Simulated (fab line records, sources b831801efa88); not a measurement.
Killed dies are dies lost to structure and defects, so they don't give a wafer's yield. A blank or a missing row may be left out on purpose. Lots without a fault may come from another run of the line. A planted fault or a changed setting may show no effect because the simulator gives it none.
A struck lot beside a sound one | flow sky130 | 21 steps out of a route of 708
Sound: wafers L931.2, L931.3, L931.6. Struck: wafers L941.1, L941.4. (L941.6 of the same lot was not struck and is left out.) The cause comes at the end.
At each step with rows: each side's tool, then ch and its chambers, then its first start. Under that, the readings that differ: sound wafers | struck wafers | difference of the means | sigmas: that difference in standard deviations of wafers without a fault.
alike: readings whose means differ by less than 2 such deviations, and words and numbers that are the same on both sides. not compared: withheld readings, readings that some wafer has no value for, bounds like >300 that may hide the same value, and numbers for which the record gives no deviation and whose values overlap.
The two part at a step that has a row with sigmas, a row that says differs or no value, or rows on one side only. Numbers that don't overlap but have no deviation are shown without sigmas and don't part them. A reading that every wafer of one side lacks parts them only if that side has two wafers or more.

first, 5 steps without rows for these wafers: SKY_VT_ADJUST_LVTN_COAT_02 (resist thk 3000 nm); SKY_VT_ADJUST_LVTN_SOFTBAKE_03; SKY_VT_ADJUST_LVTN_EXPOSE_04 (exposes mask NWM COMPLEMENT LESS NATIVE, target cd 840 nm); SKY_VT_ADJUST_LVTN_PEB_05; SKY_VT_ADJUST_LVTN_DEVELOP_06 (develop time 60 s).
SKY_VT_ADJUST_LVTN_OVL_MEAS_07:
  sound on overlay-02, day 7 18:11; struck on overlay-02, day 10 10:04
  alike: VT_ADJUST_LVTN_OVL
then, 1 step without rows for these wafers: SKY_VT_ADJUST_LVTN_IMPLANT_08.
SKY_VT_ADJUST_LVTN_STRIP_09: strips in O2/N2.
  sound on plasma_asher-04 ch 0,1, day 7 18:22; struck on plasma_asher-01 ch 0,1, day 10 10:16
  alike: chamber_pressure_mTorr, drypump_motor_current_A, o2_flow_sccm, oes_product_au, strip_time_to_endpoint_s
  not compared: rf_hours_counter_h
SKY_VT_ADJUST_LVTN_TW_MEAS_10:
  sound on film_metro-01, day 7 18:28; struck on film_metro-01, day 10 10:22
  alike: VT_ADJUST_LVTN_TW
then, 3 steps without rows for these wafers: SKY_VT_ADJUST_LVTN_DEHYDRATE_11 (time 60 s); SKY_VT_ADJUST_LVTN_HMDS_12 (prime time 60 s); SKY_VT_ADJUST_LVTN_COAT_13 (resist thk 1140 nm).
SKY_VT_ADJUST_LVTN_SOFTBAKE_14: time 60 s.
  sound on litho_track-02 ch 0, day 8 04:58; struck on litho_track-03 ch 0, day 10 20:57
  reading                                             | sound             | struck        | difference | sigmas
  run_length_s (s)                                    | 89.04 89.00 88.91 | 115.13 114.95 | +26.06     | +99 or more
  model.NOVOLAK_of_VT_ADJUST_LVTN_COAT_13.thk_nm (nm) | 1138 1141 1142    | 1132 1127     | -11        |
  alike: exhaust_pa
then, 2 steps without rows for these wafers: SKY_VT_ADJUST_LVTN_EXPOSE_15 (exposes mask HVN STD DERIVED, target cd 600 nm); SKY_VT_ADJUST_LVTN_PEB_16.
SKY_VT_ADJUST_LVTN_DEVELOP_17: develop time 60 s.
  sound on litho_track-02 ch 0, day 8 14:34; struck on litho_track-02 ch 0, day 11 08:45
  reading                                             | sound          | struck    | difference | sigmas
  model.NOVOLAK_of_VT_ADJUST_LVTN_COAT_13.thk_nm (nm) | 1138 1141 1142 | 1131 1126 | -12        |
  alike: exhaust_pa
SKY_VT_ADJUST_LVTN_OVL_MEAS_18:
  sound on overlay-01, day 8 14:42; struck on overlay-01, day 11 08:54
  alike: VT_ADJUST_LVTN_01_OVL
then, 1 step without rows for these wafers: SKY_VT_ADJUST_LVTN_IMPLANT_19.
SKY_VT_ADJUST_LVTN_STRIP_20: strips in O2/N2.
  sound on plasma_asher-02 ch 0,1, day 8 14:53; struck on plasma_asher-04 ch 1, day 11 09:05
  reading                      | sound             | struck      | difference | sigmas
  drypump_motor_current_A (A)  | 5.1 5.1 5.2       | 6.0 6.0     | +0.9       | +2
  strip_time_to_endpoint_s (s) | 14.15 14.19 14.20 | 14.09 14.03 | -0.12      | -4
  alike: chamber_pressure_mTorr, o2_flow_sccm, oes_product_au
  not compared: rf_hours_counter_h
SKY_VT_ADJUST_LVTN_TW_MEAS_21:
  sound on film_metro-01, day 8 15:02; struck on film_metro-03, day 11 09:11
  reading             | sound             | struck      | difference | sigmas
  VT_ADJUST_LVTN_2_TW | 184.9 185.1 184.8 | 189.1 188.7 | +4.0       | +3
-- the record jumps here: 38 days lie between the struck wafers' starts before and after (it left off in module VT_ADJUST_LVTN and takes up again in module PAD_OPEN, whose first step shown is number 708 of the route) --
SKY_PAD_OPEN_PROBE_99:
  the record has rows for the struck wafers here (prober-01, day 48 21:29) and none for the sound ones

WHERE THEY PART
First at SKY_VT_ADJUST_LVTN_SOFTBAKE_14; last, within this record, at SKY_PAD_OPEN_PROBE_99.

WHY: what the simulator had put in
Process parameter drift: litho_track-03, from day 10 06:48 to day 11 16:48, at SKY_VT_ADJUST_LVTN_SOFTBAKE_14. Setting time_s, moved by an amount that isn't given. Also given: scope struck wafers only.
